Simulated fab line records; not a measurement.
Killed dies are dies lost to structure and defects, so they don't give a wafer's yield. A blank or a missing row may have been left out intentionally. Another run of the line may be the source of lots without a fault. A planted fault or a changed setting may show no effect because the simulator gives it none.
fab line records    flow sky130
[record] lots = 13  wafers = 39  last-day = 50
route steps=708 shown POLY_GATE@232 VIA4@660 METAL5@663 PASSIVATION@682 PAD_OPEN@708
lots that met no fault: from a run of the same line without faults
start-h: hours from the record's opening day to when the first of the lot's shown wafers began    wait-h: hours since the lot's step before    " the same as in the row above    L1.1+2: a row that stands for several wafers    - no value, or no start given    * or withheld: withheld    < > ~ a bound
route shown NAME@n: NAME is a module with steps in the file, n the number in the route of the first one    usual: the fault-free wafers' mean and standard deviation    same: alike in all rows    chamber/n: place in a boat    sites: each site's reading    _std_site: their standard deviation    _edge_site: mean of outer sites minus mean of inner sites    radius-mm: how far each site lies from the wafer's centre    mask NAME#n: copy n    behind: tool/chamber where the wafer was last shaped    hold: why the lot was held/for how many hours/how that ended    device: the transistor (n, p or np) that didn't switch    end of line: at the end of the route, the tests of the same wafers    a step given without rows: its recipe and nothing more    killed: the dies lost at the first sort to structure and to defects; this is not the yield of the wafer    map: the dies of a wafer, with x for killed, . for not killed, _ for no die there
set.NAME: the setting as run; set.NAME@STEP: as run at that earlier step    model.NAME: the simulator's own value behind a step, which no gauge read
steps of the route over a sample of lots; a table a step, a row a wafer
services: a tool's chamber out of use, with start hour (start-h, from the record's first day; less than 0 if before it), hours out, and reason
[[steps]]
[step SKY_POLY_GATE_STRIP_18]
[recipe] chemistry = O2/N2  power-w = 1400  pressure-mtorr = 1500  platen-temp-c = withheld  o2-flow-sccm = 3000  n2-flow-sccm = 300  overash-fraction = 0.5
[usual] drypump-motor-current-A = 5.8/0.38  o2-flow-sccm = 2998/8.9  oes-product-au = 0.361/0.0046  strip-time-to-endpoint-s = 3.16/0.042
lot.wafer  tool             chamber  start-h  wait-h  drypump-motor-current-A  o2-flow-sccm  oes-product-au  rf-hours-counter-h  strip-time-to-endpoint-s
L162.2     plasma-asher-04  1        360.94   0.0     5.9                      2990          0.367           66                  3.20
L162.4     "                0        "        "       5.7                      2999          0.372           -                   3.19
L162.5     "                1        "        "       5.9                      3013          0.363           -                   3.20
L163.1     plasma-asher-04  1        377.00   0.0     6.0                      2989          0.365           68                  3.20
L163.4     "                1        "        "       6.0                      2997          0.356           -                   3.16
L163.6     "                1        "        "       5.9                      2992          0.366           -                   3.18
L165.1     plasma-asher-03  0        396.64   0.0     5.1                      2995          0.363           71                  3.25
L165.4     "                0        "        "       5.1                      2994          0.363           -                   3.22
L165.5     "                0        "        "       5.1                      3004          0.367           -                   3.22
L166.4     plasma-asher-04  1        412.66   0.0     5.9                      2993          0.360           -                   3.20
L166.5     "                1        "        "       5.9                      3005          0.363           -                   3.16
L166.6     "                0        "        "       5.6                      2994          0.369           -                   3.10
L167.2     plasma-asher-01  0        424.10   0.0     6.3                      2988          0.359           60                  3.17
L167.4     "                0        "        "       6.4                      3005          0.360           -                   3.13
L167.6     "                1        "        "       5.6                      2997          0.355           -                   3.08
L168.1     plasma-asher-04  1        433.69   0.0     5.9                      3013          0.361           0                   3.22
L168.5     "                0        "        "       5.6                      3002          0.363           -                   3.21
L168.6     "                1        "        "       5.9                      3002          0.362           -                   3.19
L169.1     plasma-asher-03  0        434.04   0.0     5.2                      2990          0.366           75                  3.18
L169.2     "                1        "        "       6.0                      2977          0.362           75                  3.07
L169.5     "                1        "        "       6.0                      2978          0.363           -                   3.11
L170.1     plasma-asher-04  0        443.64   0.0     5.6                      3004          0.362           1                   3.18
L170.3     "                0        "        "       5.6                      2998          0.358           -                   3.15
L170.5     "                0        "        "       5.6                      3007          0.353           -                   3.19
L175.1     plasma-asher-03  1        488.60   0.0     6.0                      2985          0.360           81                  3.17
L175.2     "                0        "        "       5.1                      2990          0.361           81                  3.13
L175.4     "                1        "        "       6.0                      2976          0.367           -                   3.18
L176.2     plasma-asher-03  1        495.35   0.0     6.0                      3016          0.360           82                  3.17
L176.4     "                1        "        "       6.0                      3018          0.363           -                   3.17
L176.5     "                1        "        "       6.0                      3007          0.364           -                   3.18
L182.1     plasma-asher-01  0        543.10   0.0     6.4                      3010          0.355           71                  3.18
L182.4     "                0        "        "       6.3                      2992          0.356           -                   3.12
L182.6     "                1        "        "       5.5                      2992          0.364           -                   3.16
L184.1     plasma-asher-04  0        559.19   0.0     5.6                      3006          0.361           13                  3.21
L184.2     "                1        "        "       5.9                      2994          0.360           13                  3.21
L184.3     "                0        "        "       5.6                      2995          0.366           -                   3.18
L185.4     plasma-asher-01  0        569.78   0.1     6.3                      2994          0.364           -                   3.18
L185.5     "                1        "        "       5.6                      3001          0.361           -                   3.25
L185.6     "                0        "        "       6.4                      2994          0.362           -                   3.23
[step SKY_VIA4_CMP_21]
[recipe] stop-on = SiO2  t-overpolish-s = 25  down-force-psi = 3.5  platen-rpm = 60  target-thk-nm = 0  pad-velocity-m-s = 0.94248
[usual] motor-current-A = 10.5/1  overpolish-run-s = 25.000/0.0084  time-to-endpoint-s = 124/5.3
lot.wafer  tool    chamber  start-h  wait-h  motor-current-A  overpolish-run-s  time-to-endpoint-s
L162.4     cmp-02  1        1005.86  0.3     12.0             25.005            132
L162.2     "       2        "        "       9.2              25.006            128
L162.5     "       1        "        "       12.4             24.995            133
L163.1     cmp-01  1        1018.89  0.1     10.1             25.002            114
L163.4     "       3        "        "       10.3             25.009            110
L163.6     "       1        "        "       10.0             24.989            113
L165.4     cmp-02  1        1034.63  0.1     12.7             24.983            125
L165.1     "       2        "        "       10.2             25.019            126
L165.5     "       1        "        "       12.2             25.016            128
L166.4     cmp-02  3        1047.51  0.2     9.4              25.004            126
L166.6     "       0        "        "       12.0             24.998            115
L166.5     "       1        "        "       12.7             25.017            121
L167.4     cmp-02  2        1055.01  0.1     10.0             24.991            123
L167.2     "       3        "        "       9.0              25.013            128
L167.6     "       1        "        "       12.3             24.991            130
L169.1     cmp-01  0        1058.46  0.1     10.6             25.015            120
L169.2     "       3        "        "       10.1             25.008            122
L169.5     "       1        "        "       10.7             25.002            124
L168.1     cmp-01  2        1059.67  0.2     9.7              24.998            124
L168.5     "       1        "        "       10.3             24.992            127
L168.6     "       2        "        "       9.8              24.999            128
L170.1     cmp-02  3        1068.01  0.1     9.0              24.996            127
L170.3     "       0        "        "       11.5             24.988            120
L170.5     "       1        "        "       13.0             24.999            127
L175.1     cmp-01  2        1099.68  3.0     10.2             25.002            126
L175.2     "       3        "        "       9.7              25.015            114
L175.4     "       0        "        "       10.1             25.000            123
L176.4     cmp-01  0        1101.18  1.9     9.8              25.008            127
L176.2     "       2        "        "       10.3             24.996            129
L176.5     "       3        "        "       9.9              25.018            126
L182.4     cmp-01  1        1132.01  0.1     10.6             24.997            128
L182.1     "       3        "        "       10.0             24.994            118
L182.6     "       1        "        "       10.7             25.004            126
L184.3     cmp-01  1        1141.66  0.0     10.6             24.990            130
L184.1     "       2        "        "       9.6              24.994            133
L184.2     "       3        "        "       9.9              24.992            122
L185.4     cmp-01  3        1145.60  0.2     10.0             25.010            119
L185.5     "       0        "        "       10.3             25.012            126
L185.6     "       1        "        "       10.0             24.996            128
[step SKY_METAL5_SPUTTER_02]
[recipe] material = AlCu  target-thk-nm = 1150  power-w = 10600  time-s = 61.2  chamber-pressure-pa = 0.4
[usual] throttle-valve-pct = 29.6/0.89
lot.wafer  tool            chamber  start-h  wait-h  throttle-valve-pct
L162.2     pvd-sputter-01  -        1006.16  0.0     30.0
L162.4     "               -        "        "       30.4
L162.5     "               -        "        "       28.9
L163.1     pvd-sputter-01  -        1019.18  0.0     28.2
L163.4     "               -        "        "       28.8
L163.6     "               -        "        "       28.5
L165.1     pvd-sputter-04  -        1034.93  0.0     29.9
L165.4     "               -        "        "       31.9
L165.5     "               -        "        "       31.6
L166.4     pvd-sputter-01  -        1047.70  0.0     28.2
L166.5     "               -        "        "       28.4
L166.6     "               -        "        "       30.2
L167.2     pvd-sputter-02  -        1055.25  0.0     30.1
L167.4     "               -        "        "       29.0
L167.6     "               -        "        "       30.3
L169.1     pvd-sputter-01  -        1058.80  0.0     27.9
L169.2     "               -        "        "       30.0
L169.5     "               -        "        "       28.1
L168.1     pvd-sputter-02  -        1059.96  0.0     28.9
L168.5     "               -        "        "       28.7
L168.6     "               -        "        "       29.9
L170.1     pvd-sputter-04  -        1068.25  0.0     29.8
L170.3     "               -        "        "       31.6
L170.5     "               -        "        "       29.8
L175.1     pvd-sputter-04  -        1099.98  0.0     29.7
L175.2     "               -        "        "       29.5
L175.4     "               -        "        "       31.5
L176.2     pvd-sputter-04  -        1101.48  0.0     31.7
L176.4     "               -        "        "       29.7
L176.5     "               -        "        "       31.5
L182.1     pvd-sputter-01  -        1132.30  0.0     30.1
L182.4     "               -        "        "       28.3
L182.6     "               -        "        "       29.0
L184.1     pvd-sputter-02  -        1142.00  0.0     29.8
L184.2     "               -        "        "       30.2
L184.3     "               -        "        "       29.0
L185.4     pvd-sputter-02  -        1145.80  0.0     29.5
L185.5     "               -        "        "       30.1
L185.6     "               -        "        "       28.6
[step SKY_PASSIVATION_THK_MEAS_01]
[recipe] reads = SiO2_of_PASSIVATION_CVD_00
[usual] PASSIVATION_CVD_00_THK = 89.7/1.1
lot.wafer  tool           chamber  start-h  wait-h  PASSIVATION_CVD_00_THK[nm]
L162.2     film-metro-04  -        1031.37  -       90.0
L162.4     "              -        "        "       90.3
L162.5     "              -        "        "       91.4
L163.1     film-metro-01  -        1043.25  -       88.4
L163.4     "              -        "        "       91.1
L163.6     "              -        "        "       89.8
L165.1     film-metro-04  -        1057.51  -       89.3
L165.4     "              -        "        "       89.5
L165.5     "              -        "        "       91.3
L166.4     film-metro-01  -        1070.36  -       89.8
L166.5     "              -        "        "       89.5
L166.6     "              -        "        "       89.5
L167.2     film-metro-04  -        1077.88  -       88.2
L167.4     "              -        "        "       89.2
L167.6     "              -        "        "       88.3
L169.1     film-metro-01  -        1081.51  -       89.2
L169.2     "              -        "        "       87.7
L169.5     "              -        "        "       90.2
L168.1     film-metro-03  -        1082.64  -       88.2
L168.5     "              -        "        "       90.0
L168.6     "              -        "        "       90.5
L170.1     film-metro-03  -        1090.25  -       89.9
L170.3     "              -        "        "       90.9
L170.5     "              -        "        "       91.8
L175.1     film-metro-04  -        1120.21  -       90.5
L175.2     "              -        "        "       87.8
L175.4     "              -        "        "       89.9
L176.2     film-metro-04  -        1122.64  -       88.3
L176.4     "              -        "        "       88.7
L176.5     "              -        "        "       89.7
L182.1     film-metro-01  -        1151.71  -       88.7
L182.4     "              -        "        "       90.7
L182.6     "              -        "        "       90.0
L184.1     film-metro-04  -        1161.47  -       89.3
L184.2     "              -        "        "       89.7
L184.3     "              -        "        "       89.7
L185.4     film-metro-01  -        1164.58  -       89.0
L185.5     "              -        "        "       90.9
L185.6     "              -        "        "       90.9
[step SKY_PAD_OPEN_PROBE_99]
[usual] killed_at_M0_to_M3 = 43/7.9  killed_at_M4_up = 2.9/1.8  killed-at-contacts = 24/5.5  killed-at-front-end = 15/4.2  killed-at-other = 0.2/0.46  killed-dies = 86/11  killed-open = 47/8.1  killed-short = 39/6.4
[same] gross-dies = 492  killed-at-back-side = 0
lot.wafer  tool       chamber  start-h  wait-h  killed_at_M0_to_M3  killed_at_M4_up  killed-at-contacts  killed-at-front-end  killed-at-other  killed-dies  killed-open  killed-short
L175.1     prober-02  -        1160.77  0.1     35                  1                21                  78                   0                135          40           31
L175.2     prober-02  -        1160.82  0.1     37                  3                31                  16                   0                87           47           40
L175.4     prober-02  -        1160.92  0.2     41                  8                20                  68                   0                137          43           34
L176.2     prober-01  -        1163.40  0.1     38                  3                15                  75                   1                132          36           36
L176.4     prober-01  -        1163.50  0.2     52                  2                23                  86                   0                163          59           42
L176.5     prober-01  -        1163.55  0.2     44                  2                17                  75                   1                139          48           30
// killed by level:class
L175.1 POLY_GATE:unspecified=64 CONTACT:geometric-particle:open=11 VIA1:geometric-particle:open=8 VIA1:geometric-particle:short=6 VIA3:geometric-particle:open=5 METAL1:geometric-particle:short=5 METAL2:geometric-particle:short=5 FIELD_ISO:geometric-particle:short=4
L175.2 VIA1:geometric-particle:open=9 LI_CONTACT:geometric-particle:open=9 CONTACT:geometric-particle:open=8 VIA3:geometric-particle:open=8 METAL2:geometric-particle:short=7 LOCAL_INTERCONNECT:geometric-particle:short=5 CONTACT:geometric-particle:short=5 POLY_GATE:geometric-particle:open=4
L175.4 POLY_GATE:unspecified=60 VIA1:geometric-particle:open=12 VIA3:geometric-particle:open=8 LI_CONTACT:geometric-particle:open=6 METAL4:geometric-particle:short=6 FIELD_ISO:geometric-particle:short=4 CONTACT:geometric-particle:open=4 METAL1:geometric-particle:short=4
L176.2 POLY_GATE:unspecified=60 VIA2:geometric-particle:open=6 VIA3:geometric-particle:open=6 VIA3:geometric-particle:short=5 FIELD_ISO:geometric-particle:short=4 FIELD_ISO:geometric-particle:open=4 CONTACT:geometric-particle:open=4 METAL1:geometric-particle:short=4
L176.4 POLY_GATE:unspecified=62 VIA1:geometric-particle:open=11 VIA3:geometric-particle:open=10 POLY_GATE:geometric-particle:open=9 CONTACT:geometric-particle:open=8 METAL2:geometric-particle:short=7 VIA2:geometric-particle:open=7 FIELD_ISO:geometric-particle:short=6
L176.5 POLY_GATE:unspecified=61 VIA1:geometric-particle:open=12 CONTACT:geometric-particle:open=7 VIA3:geometric-particle:open=6 LI_CONTACT:geometric-particle:open=5 VIA2:geometric-particle:open=5 VIA3:geometric-particle:short=4 POLY_GATE:geometric-particle:open=4
[[services]]
tool             chamber  start-h  hours  kind
cmp-01           -        364.18   9.0    pm
plasma-asher-04  -        372.60   2.8    repair
cmp-01           -        404.00   4.0    pm
cmp-01           -        407.76   0.4    repair
plasma-asher-04  -        417.02   1.9    repair
plasma-asher-04  -        421.25   9.0    pm
cmp-01           -        429.63   7.9    repair
cmp-01           -        455.47   3.2    repair
cmp-01           -        600.20   2.3    repair
cmp-01           -        641.08   4.7    pm
cmp-01           -        681.61   1.5    repair
plasma-asher-04  -        699.34   7.2    repair
cmp-01           -        744.00   4.0    pm
cmp-01           -        750.27   3.1    repair
cmp-01           -        784.90   1.9    repair
cmp-01           -        826.16   7.2    pm
plasma-asher-04  -        830.09   0.3    repair
cmp-01           -        928.09   1.7    repair
plasma-asher-04  -        951.30   2.8    pm
cmp-01           -        976.78   0.6    repair
plasma-asher-04  -        981.75   1.3    repair
cmp-01           -        1010.08  5.2    pm
cmp-01           -        1070.01  1.0    repair
cmp-01           -        1084.23  4.0    pm
[[key]]
[first-sign] step = SKY_PAD_OPEN_PROBE_99  reading = killed-at-front-end  direction = up  sigmas = 15  usual = 15  struck = 76
[effect] step = SKY_PAD_OPEN_PROBE_99  reading = killed-dies  direction = up  sigmas = 5.2  usual = 86  struck = 141
met-at SKY_POLY_GATE_STRIP_18
struck-lots L175,L176
struck-wafers L175.1,L175.4,L176.2,L176.4,L176.5
tester-left-out L175,L176
not-acting-at SKY_VIA4_CMP_21,SKY_METAL5_SPUTTER_02,SKY_PASSIVATION_THK_MEAS_01
onset-between 434.04 488.60
[fault] kind = chamber-particle-source  tool = plasma-asher-03  chamber = 1  onset-h = 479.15  steps = SKY_POLY_GATE_STRIP_18  rate-per-visit-cm2 = 1.7728  end-h = 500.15
// tester-left-out: of these lots the tester's yield and bins aren't shown, on N5 and GAA mostly nor the transistor test; their killed dies are dies lost to structure and defects alone, not to doping, threshold or leakage, so they don't give the yield
